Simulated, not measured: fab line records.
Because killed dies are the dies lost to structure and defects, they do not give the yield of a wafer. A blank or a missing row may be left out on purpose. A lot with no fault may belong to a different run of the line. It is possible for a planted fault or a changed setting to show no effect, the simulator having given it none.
Lot-split experiment :: flow sfq-line :: route with 325 steps; 5 lots, 27 wafers read

== ABOUT THE SPLIT ==
At SFQ_TRILAYER_L0_CAP_PECVD_011 (deposits SiO2 from SiH4/N2O, time 13.333 s, target thk 60 nm), the setting time-s was moved away from the recipe's 13.333 s on 12 of the 27 wafers read, by -36.2% to +57.2%. All remaining wafers had this setting at the recipe value.

== FROM THE SPLIT TO THE READING: what the file shows between them, 3 steps ==
- SFQ_TRILAYER_L0_VIA_LITHO_COAT_018: resist thk 62 nm
- SFQ_TRILAYER_L0_VIA_LITHO_COAT_013: resist thk 650 nm
- SFQ_TRILAYER_L0_VIA_BARC_OPEN_VIA_ETCH_021: etches BARC in O2, target depth 125 nm, time 43.58 s

== THE READING ==
oes-product-au, in a.u., at SFQ_TRILAYER_L0_VIA_ETCH_VIA_ETCH_016 (etches SiO2 in CHF3, stops on MoNx KI, target depth 80 nm). On this fab line, fault-free wafers typically give 0.841 a.u. with a standard deviation of 0.0073 a.u.

wafer: L077.1
tool, chamber at the split: pecvd-02, 0
time-s as run, s: 20.45
against the recipe: +53.4%
oes-product-au, a.u.: 0.992
against lot-mates on the recipe: +0.154

wafer: L077.2
tool, chamber at the split: pecvd-02, 2
time-s as run, s: 13.333
against the recipe: recipe
oes-product-au, a.u.: 0.843
against lot-mates on the recipe: -

wafer: L077.3
tool, chamber at the split: pecvd-02, 1
time-s as run, s: 20.45
against the recipe: +53.4%
oes-product-au, a.u.: 1.000
against lot-mates on the recipe: +0.162

wafer: L077.4
tool, chamber at the split: pecvd-02, 1
time-s as run, s: 20.45
against the recipe: +53.4%
oes-product-au, a.u.: 0.981
against lot-mates on the recipe: +0.143

wafer: L077.5
tool, chamber at the split: pecvd-02, 0
time-s as run, s: 13.333
against the recipe: recipe
oes-product-au, a.u.: 0.841
against lot-mates on the recipe: -

wafer: L077.6
tool, chamber at the split: pecvd-02, 2
time-s as run, s: 13.333
against the recipe: recipe
oes-product-au, a.u.: 0.829
against lot-mates on the recipe: -

wafer: L079.1
tool, chamber at the split: pecvd-04, 1
time-s as run, s: 13.333
against the recipe: recipe
oes-product-au, a.u.: 0.830
against lot-mates on the recipe: -

wafer: L079.2
tool, chamber at the split: pecvd-04, 2
time-s as run, s: 13.333
against the recipe: recipe
oes-product-au, a.u.: 0.832
against lot-mates on the recipe: -

wafer: L079.3
tool, chamber at the split: pecvd-04, 0
time-s as run, s: 13.333
against the recipe: recipe
oes-product-au, a.u.: 0.836
against lot-mates on the recipe: -

wafer: L079.4
tool, chamber at the split: pecvd-04, 1
time-s as run, s: 8.509
against the recipe: -36.2%
oes-product-au, a.u.: 0.665
against lot-mates on the recipe: -0.168

wafer: L079.5
tool, chamber at the split: pecvd-04, 0
time-s as run, s: 8.509
against the recipe: -36.2%
oes-product-au, a.u.: 0.674
against lot-mates on the recipe: -0.159

wafer: L079.6
tool, chamber at the split: pecvd-04, 2
time-s as run, s: 8.509
against the recipe: -36.2%
oes-product-au, a.u.: 0.676
against lot-mates on the recipe: -0.157

wafer: L080.1
tool, chamber at the split: pecvd-02, 0
time-s as run, s: 20.96
against the recipe: +57.2%
oes-product-au, a.u.: 1.003
against lot-mates on the recipe: +0.156

wafer: L080.2
tool, chamber at the split: pecvd-02, 1
time-s as run, s: 13.333
against the recipe: recipe
oes-product-au, a.u.: 0.840
against lot-mates on the recipe: -

wafer: L080.3
tool, chamber at the split: pecvd-02, 2
time-s as run, s: 13.333
against the recipe: recipe
oes-product-au, a.u.: 0.852
against lot-mates on the recipe: -

wafer: L080.4
tool, chamber at the split: pecvd-02, 0
time-s as run, s: 20.96
against the recipe: +57.2%
oes-product-au, a.u.: 0.984
against lot-mates on the recipe: +0.137

wafer: L080.5
tool, chamber at the split: pecvd-02, 2
time-s as run, s: 13.333
against the recipe: recipe
oes-product-au, a.u.: 0.850
against lot-mates on the recipe: -

wafer: L080.6
tool, chamber at the split: pecvd-02, 1
time-s as run, s: 20.96
against the recipe: +57.2%
oes-product-au, a.u.: 1.000
against lot-mates on the recipe: +0.153

wafer: L081.1
tool, chamber at the split: pecvd-02, 0
time-s as run, s: 15.67
against the recipe: +17.5%
oes-product-au, a.u.: 0.914
against lot-mates on the recipe: +0.068

wafer: L081.2
tool, chamber at the split: pecvd-02, 2
time-s as run, s: 13.333
against the recipe: recipe
oes-product-au, a.u.: 0.828
against lot-mates on the recipe: -

wafer: L081.3
tool, chamber at the split: pecvd-02, 1
time-s as run, s: 15.67
against the recipe: +17.5%
oes-product-au, a.u.: 0.919
against lot-mates on the recipe: +0.073

wafer: L081.4
tool, chamber at the split: pecvd-02, 2
time-s as run, s: 15.67
against the recipe: +17.5%
oes-product-au, a.u.: 0.928
against lot-mates on the recipe: +0.082

wafer: L081.5
tool, chamber at the split: pecvd-02, 1
time-s as run, s: 13.333
against the recipe: recipe
oes-product-au, a.u.: 0.858
against lot-mates on the recipe: -

wafer: L081.6
tool, chamber at the split: pecvd-02, 0
time-s as run, s: 13.333
against the recipe: recipe
oes-product-au, a.u.: 0.852
against lot-mates on the recipe: -

wafer: L084.1
tool, chamber at the split: pecvd-01, 1
time-s as run, s: 13.333
against the recipe: recipe
oes-product-au, a.u.: 0.836
against lot-mates on the recipe: -

wafer: L084.2
tool, chamber at the split: pecvd-01, 0
time-s as run, s: 13.333
against the recipe: recipe
oes-product-au, a.u.: 0.833
against lot-mates on the recipe: -

wafer: L084.6
tool, chamber at the split: pecvd-01, 0
time-s as run, s: 13.333
against the recipe: recipe
oes-product-au, a.u.: 0.851
against lot-mates on the recipe: -

FIT RESULTS
A straight line over all 27 wafers: oes-product-au changes by +0.00326 a.u. for each +1% of time-s; r = +0.97; the points scatter about the line by 0.023 a.u.
The same after taking each lot's own level away (the mean of its wafers on the recipe; 27 wafers): +0.00318 a.u. for each +1%; r = +0.97; scatter 0.021 a.u.
Per that fit: largest time-s move, reading shift of 0.18 a.u.
The lots' own levels span 0.8327 to 0.8473 a.u., that is 2.0 times the standard deviation above.
So the lot-to-lot level changes the slope little: the two slopes agree.
Check: with one of the wafers moved furthest among these (+57.2%) left out of the fit, the line predicts +0.176 a.u. for it against its lot-mates. Against them it came out at +0.156 a.u.

== THE WHOLE CHAIN: every reading that the file lists as answering this split, in the file's order ==
step: SFQ_TRILAYER_L0_CAP_PECVD_011
what it does: deposits SiO2 from SiH4/N2O, time 13.333 s, target thk 60 nm
reading: SiO2_of_TRILAYER_L0_CAP_PECVD_011.thk-nm (the simulator's own value, which no gauge read)
change (the file's fit): +0.586 nm for each +1% of the setting
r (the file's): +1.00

step: SFQ_TRILAYER_L0_VIA_ETCH_VIA_ETCH_016
what it does: etches SiO2 in CHF3, stops on MoNx KI, target depth 80 nm
reading: oes-product-au
change (the file's fit): +0.00307 a.u. for each +1% of the setting
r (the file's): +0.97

step: SFQ_TRILAYER_L0_VIA_ETCH_VIA_ETCH_016
what it does: etches SiO2 in CHF3, stops on MoNx KI, target depth 80 nm
reading: etch.depth-nm (the simulator's own value, which no gauge read)
change (the file's fit): +0.403 nm for each +1% of the setting
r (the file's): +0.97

step: SFQ_TRILAYER_L0_VIA_ETCH_VIA_ETCH_016
what it does: etches SiO2 in CHF3, stops on MoNx KI, target depth 80 nm
reading: L0V.feature-depth-nm (the simulator's own value, which no gauge read)
change (the file's fit): +0.394 nm for each +1% of the setting
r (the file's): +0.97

== FILE'S OWN FIT ==
oes-product-au changes by +0.00307 a.u. for each +1% of time-s, r = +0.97.
